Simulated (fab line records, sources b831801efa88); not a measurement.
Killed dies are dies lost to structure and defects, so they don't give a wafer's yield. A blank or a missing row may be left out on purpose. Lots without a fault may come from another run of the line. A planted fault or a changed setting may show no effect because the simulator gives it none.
Which tool did it? | flow sfq_line | 14 lots, 42 wafers sampled, at 2 steps of a route of 325

WHAT THE GAUGES READ, wafer by wafer
The record holds no reading of a measuring or inspecting step that can be judged against a usual standard deviation.

WHICH TOOL RAN EACH LOT (tool, then ch and the chambers of the sampled wafers, then the start)
lot  | SFQ_TRILAYER_I7_DEP_PECVD_183   | SFQ_TRILAYER_I7_CMP_CMP_184
L750 | pecvd-01 ch 0,1,2, day 68 01:58 | cmp-02 ch 1,3, day 68 02:32
L751 | pecvd-03 ch 0,2, day 68 07:45   | cmp-01 ch 1,2,3, day 68 11:26
L752 | pecvd-01 ch 0,1, day 68 10:11   | cmp-01 ch 0,2,3, day 68 14:56
L756 | pecvd-01 ch 0,2, day 70 00:06   | cmp-01 ch 0,2,3, day 70 01:10
L758 | pecvd-01 ch 0,1, day 70 21:25   | cmp-02 ch 0,1,3, day 71 00:06
L762 | pecvd-01 ch 0,1,2, day 78 18:24 | cmp-02 ch 0,2,3, day 78 18:59
L763 | pecvd-03 ch 0,1,2, day 78 22:00 | cmp-01 ch 0,2,3, day 78 22:05
L764 | pecvd-04 ch 1,2, day 79 01:36   | cmp-02 ch 0,2,3, day 79 01:41
L765 | pecvd-01 ch 0,1, day 79 05:12   | cmp-02 ch 0,1, day 79 05:17
L766 | pecvd-03 ch 0,1,2, day 79 06:24 | cmp-01 ch 1,2,3, day 79 06:59
L767 | pecvd-01 ch 0,1,2, day 79 10:00 | cmp-02 ch 1,2,3, day 79 12:17
L768 | pecvd-01 ch 0,2, day 79 15:27   | cmp-02 ch 0,1,3, day 79 17:17
L771 | pecvd-01 ch 0,1,2, day 80 09:00 | cmp-01 ch 0,1,2, day 80 10:41
L772 | pecvd-03 ch 0,2, day 80 10:11   | cmp-02 ch 0,1,2, day 80 11:19
- SFQ_TRILAYER_I7_DEP_PECVD_183: deposits SiO2 from SiH4/N2O, time 111.11 s, target thk 500 nm.
- SFQ_TRILAYER_I7_CMP_CMP_184: polishes SiO2.

WHAT THE TOOLS THEMSELVES READ (means of the sampled wafers that have a number; where no wafer has one, the mark that the record gives instead)
SFQ_TRILAYER_I7_DEP_PECVD_183.
lot  | tool     | heater_power_outer_w (W) | heater_power_w (W) | rf_fwd_power_W (W) | showerhead_vpp_V (V) | throttle_valve_pct (%)
L750 | pecvd-01 | 30                       | 77                 | 182.8              | 807                  | 25.5
L751 | pecvd-03 | 25                       | 76                 | 182.5              | 812                  | 25.6
L752 | pecvd-01 | 27                       | 75                 | 182.5              | 821                  | 25.5
L756 | pecvd-01 | 9                        | 47                 | 255.2              | 967                  | 25.4
L758 | pecvd-01 | 12                       | 55                 | 256.0              | 977                  | 25.3
L762 | pecvd-01 | 34                       | 83                 | 182.0              | 816                  | 25.5
L763 | pecvd-03 | 33                       | 88                 | 182.3              | 800                  | 26.0
L764 | pecvd-04 | 37                       | 91                 | 182.7              | 860                  | 24.4
L765 | pecvd-01 | 34                       | 84                 | 182.3              | 810                  | 25.4
L766 | pecvd-03 | 31                       | 84                 | 182.2              | 797                  | 26.1
L767 | pecvd-01 | 34                       | 82                 | 182.4              | 807                  | 25.4
L768 | pecvd-01 | 33                       | 80                 | 182.3              | 811                  | 25.4
L771 | pecvd-01 | 37                       | 86                 | 181.9              | 810                  | 25.5
L772 | pecvd-03 | 26                       | 78                 | 181.8              | 798                  | 26.6

SFQ_TRILAYER_I7_CMP_CMP_184.
lot  | tool   | motor_current_A (A) | time_to_endpoint_s (s)
L750 | cmp-02 | 9.3                 | 213
L751 | cmp-01 | 9.9                 | 223
L752 | cmp-01 | 9.8                 | 234
L756 | cmp-01 | 9.4                 | 260
L758 | cmp-02 | 9.2                 | 261
L762 | cmp-02 | 8.9                 | 207
L763 | cmp-01 | 9.8                 | 214
L764 | cmp-02 | 8.8                 | 228
L765 | cmp-02 | 9.3                 | 219
L766 | cmp-01 | 9.9                 | 216
L767 | cmp-02 | 9.0                 | 218
L768 | cmp-02 | 9.0                 | 220
L771 | cmp-01 | 9.6                 | 215
L772 | cmp-02 | 9.1                 | 218

THE ANSWER, worked out from the rows above alone
Rule: what is usual is taken from the lots themselves. Put in order of their means at a reading, lots are off if they are a third of the lots or fewer, leave a main group of 4 or more, and stand apart from it by a gap of 3 or more times the standard deviation of the main group's means; of several such gaps the widest counts. A main group whose means are all the same, to the digits that the tables above print for the reading, isn't used. A lot without any number at a reading at which 4 lots or more have one is off too. The other lots that the step has rows for count as sound. The gauges are gone through in route order, then the tools' own readings, and for those a lot's mean is taken as printed above. The first step at which some lot is off is used, and at that step the reading that is off furthest; a lot without a number counts as furthest.
Off: L756, L758, at SFQ_TRILAYER_I7_DEP_PECVD_183 (rf_fwd_power_W). The main group: mean 182.3 W, standard deviation 0.29.
A tool fits if, at that step or a process step before it, it ran every lot that is off, and no sound lot after the first of them. None of those tried fits.

WHAT THE SIMULATOR HAD PUT IN
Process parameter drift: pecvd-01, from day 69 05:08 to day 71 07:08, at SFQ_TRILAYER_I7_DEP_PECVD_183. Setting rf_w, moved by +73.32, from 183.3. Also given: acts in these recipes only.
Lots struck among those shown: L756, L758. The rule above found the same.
